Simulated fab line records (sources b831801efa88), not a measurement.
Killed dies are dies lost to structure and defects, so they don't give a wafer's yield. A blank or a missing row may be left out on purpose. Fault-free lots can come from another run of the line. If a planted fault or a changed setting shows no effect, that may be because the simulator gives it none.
What tool caused it? | flow sky130 | Sampling: 7 lots, 21 wafers, 3 of 708 route steps

WHAT EACH GAUGE READ, for each wafer
SKY_LDD_P_TW_MEAS_11.
lot  | measured     | on            | LDD_P_TW
L517 | day 20 03:09 | film_metro-03 | 642 643 643
L520 | day 21 11:43 | film_metro-04 | 632 632 634
L522 | day 22 06:16 | film_metro-03 | 30 30 30
L524 | day 22 19:10 | film_metro-03 | 638 636 637
L530 | day 25 07:16 | film_metro-04 | 638 635 632
L534 | day 26 14:16 | film_metro-03 | 641 642 640
L536 | day 26 18:31 | film_metro-04 | 636 633 633

TOOL THAT RAN EACH LOT (tool first, then ch and the chambers of the sampled wafers, then the start)
lot  | SKY_LDD_N_STRIP_16                   | SKY_LDD_P_STRIP_10
L517 | plasma_asher-01 ch 0,1, day 18 20:02 | plasma_asher-04 ch 0,1, day 20 03:03
L520 | plasma_asher-04 ch 0,1, day 20 05:12 | plasma_asher-03 ch 0,1, day 21 11:36
L522 | plasma_asher-04 ch 0,1, day 20 23:57 | plasma_asher-04 ch 0,1, day 22 06:10
L524 | plasma_asher-04 ch 0,1, day 21 12:54 | plasma_asher-03 ch 0, day 22 19:04
L530 | plasma_asher-01 ch 0,1, day 24 01:31 | plasma_asher-04 ch 0,1, day 25 07:11
L534 | plasma_asher-04 ch 0,1, day 25 08:12 | plasma_asher-03 ch 0,1, day 26 14:10
L536 | plasma_asher-04 ch 0,1, day 25 13:09 | plasma_asher-03 ch 0,1, day 26 18:25
- SKY_LDD_N_STRIP_16: strips in O2/N2.
- SKY_LDD_P_STRIP_10: strips in O2/N2.

THE ANSWER, worked out from the rows above alone
Rule: what is usual is taken from the lots themselves. The widest of any qualifying gaps counts: lots, ordered by their means at a reading, are off when they make up no more than a third of the lots, leave a main group of 4 or more, and stand apart from it by 3 or more times the standard deviation of that group's means. Not used: any main group whose means are identical at the precision the tables above print for the reading. Also off: a lot with no number at a reading for which 4 or more lots have one. Any other lot the step has rows for is counted as sound.
Off: L522, at SKY_LDD_P_TW_MEAS_11 (LDD_P_TW). The main group: mean 637, standard deviation 3.6.
A tool fits if, at a process step before that reading, it ran every lot that is off, and no sound lot after the first of them. Those tools and the gauges at SKY_LDD_P_TW_MEAS_11 are tried in the same way. Not one of the candidates tried fits.

WHAT THE SIMULATOR HAD INSERTED
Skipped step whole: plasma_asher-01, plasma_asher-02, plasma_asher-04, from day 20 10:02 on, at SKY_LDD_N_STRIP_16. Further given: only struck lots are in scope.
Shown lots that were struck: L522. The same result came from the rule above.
